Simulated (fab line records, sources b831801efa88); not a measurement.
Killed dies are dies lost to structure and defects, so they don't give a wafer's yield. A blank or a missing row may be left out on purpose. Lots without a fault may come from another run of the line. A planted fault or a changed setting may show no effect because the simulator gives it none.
A struck lot beside a sound one | flow sky130 | 23 steps out of a route of 708
Sound: wafers L710.3, L710.4, L710.5. Struck: wafers L716.2, L716.3, L716.6. The cause comes at the end.
At each step with rows: each side's tool, then ch and its chambers, then its first start. Under that, the readings that differ: sound wafers | struck wafers | difference of the means | sigmas: that difference in standard deviations of wafers without a fault.
alike: readings whose means differ by less than 2 such deviations, and words and numbers that are the same on both sides. not compared: withheld readings, readings that some wafer has no value for, bounds like >300 that may hide the same value, and numbers for which the record gives no deviation and whose values overlap.
The two part at a step that has a row with sigmas, a row that says differs or no value, or rows on one side only. Numbers that don't overlap but have no deviation are shown without sigmas and don't part them. A reading that every wafer of one side lacks parts them only if that side has two wafers or more.

first, 8 steps without rows for these wafers: SKY_LDD_N_IMPLANT_08; SKY_LDD_N_IMPLANT_09; SKY_LDD_N_IMPLANT_10; SKY_LDD_N_IMPLANT_11; SKY_LDD_N_IMPLANT_12; SKY_LDD_N_IMPLANT_13; SKY_LDD_N_IMPLANT_14; SKY_LDD_N_IMPLANT_15.
SKY_LDD_N_STRIP_16: strips in O2/N2.
  sound on plasma_asher-01 ch 0,1, day 18 07:08; struck on plasma_asher-01 ch 0,1, day 20 23:08
  alike: drypump_motor_current_A, oes_product_au, strip_time_to_endpoint_s
  not compared: rf_hours_counter_h
SKY_LDD_N_TW_MEAS_17:
  sound on film_metro-01, day 18 07:14; struck on film_metro-02, day 20 23:15
  alike: LDD_N_TW
then, 2 steps without rows for these wafers: SKY_LDD_P_DEHYDRATE_00 (time 60 s); SKY_LDD_P_HMDS_01 (prime time 60 s).
SKY_LDD_P_COAT_02: resist thk 1140 nm.
  sound on litho_track-04 ch 0, day 18 21:59; struck on litho_track-02 ch 0, day 21 13:46
  reading                                    | sound          | struck         | difference | sigmas
  model.NOVOLAK_of_LDD_P_COAT_02.thk_nm (nm) | 1141 1142 1141 | 1097 1096 1097 | -45        |
  alike: resist_line_temp_C
then, 3 steps without rows for these wafers: SKY_LDD_P_SOFTBAKE_03 (time 60 s); SKY_LDD_P_EXPOSE_04 (exposes mask PSDM, target cd 380 nm); SKY_LDD_P_PEB_05.
SKY_LDD_P_DEVELOP_06: develop time 60 s.
  sound on litho_track-01 ch 0, day 19 14:00; struck on litho_track-04 ch 0, day 22 05:34
  reading                                    | sound          | struck         | difference | sigmas
  model.NOVOLAK_of_LDD_P_COAT_02.thk_nm (nm) | 1141 1142 1141 | 1097 1096 1097 | -45        |
  alike: resist_line_temp_C
SKY_LDD_P_CD_MEAS_07: target cd 380 nm.
  sound on cd_sem-02, day 19 14:08; struck on cd_sem-01, day 22 05:43
  alike: cd_nm
SKY_LDD_P_OVL_MEAS_08:
  sound on overlay-01, day 19 14:14; struck on overlay-02, day 22 05:49
  alike: LDD_P_OVL
then, 1 step without rows for these wafers: SKY_LDD_P_IMPLANT_09.
SKY_LDD_P_STRIP_10: strips in O2/N2.
  sound on plasma_asher-03 ch 0,1, day 19 14:26; struck on plasma_asher-02 ch 0, day 22 06:00
  reading                      | sound             | struck            | difference | sigmas
  strip_time_to_endpoint_s (s) | 14.18 14.18 14.20 | 13.67 13.65 13.68 | -0.52      | -13
  alike: drypump_motor_current_A, oes_product_au
  not compared: rf_hours_counter_h
SKY_LDD_P_TW_MEAS_11:
  sound on film_metro-03, day 19 14:32; struck on film_metro-04, day 22 06:07
  alike: LDD_P_TW
then, 1 step without rows for these wafers: SKY_PAD_OPEN_PROBE_99.

WHERE THEY PART
Only at SKY_LDD_P_STRIP_10, within this record. Later steps at which nothing parts them and some readings are alike: SKY_LDD_P_TW_MEAS_11.

WHY: what the simulator had put in
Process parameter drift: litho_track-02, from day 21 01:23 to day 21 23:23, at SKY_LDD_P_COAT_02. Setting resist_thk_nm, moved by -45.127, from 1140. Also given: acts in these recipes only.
